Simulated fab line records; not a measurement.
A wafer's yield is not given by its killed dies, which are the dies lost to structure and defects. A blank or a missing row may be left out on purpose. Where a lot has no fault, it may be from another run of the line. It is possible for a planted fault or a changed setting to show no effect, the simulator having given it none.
Chamber matching    flow gf180mcu    hdpcvd-01 running GF_V4_CVD_00: 3 sister chambers
The step deposits SiO2, target thk 600 nm, time 100 s. 3 wafers are shown with their chamber, then 7 later ones without.

## WAFERS, EACH WITH ITS CHAMBER
wafer   chamber  sih4_flow_sccm (sccm)
L549.1  2        60.31
L552.2  0        60.03
L552.4  1        60.14

## WAFERS WITHOUT THEIR CHAMBER
wafer   sih4_flow_sccm (sccm)
L552.6  59.91
L553.1  60.12
L553.4  59.93
L553.6  60.18
L556.1  59.86
L556.3  60.08
L556.4  59.95

## WHICH CHAMBER EACH WENT THROUGH
wafer   from the rows above           in truth
L552.6  can't be placed: 0 or 1       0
L553.1  can't be placed: 1 or 0 or 2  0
L553.4  can't be placed: 0 or 1       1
L553.6  can't be placed: 1 or 2 or 0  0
L556.1  can't be placed: 0 or 1       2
L556.3  can't be placed: 0 or 1 or 2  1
L556.4  can't be placed: 0 or 1       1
Correct placement for 0 of the 7. Not placeable from these rows: 7 (in 6, the candidates include the true chamber). Placed wrongly: 0.
How it was worked out, from the rows above alone: a wafer's distance from a chamber is the root of the sum, over the readings, of the square of ((its reading less the chamber's mean) divided by the reading's scatter). If the next closest chamber is less than 2 further off than the closest, the wafer can't be placed; otherwise it belongs to the closest. A chamber's mean is the mean of its shown wafers. The scatter: with one shown wafer a chamber, the root of the mean of the squares of how far each hidden wafer lies from its nearest shown one.
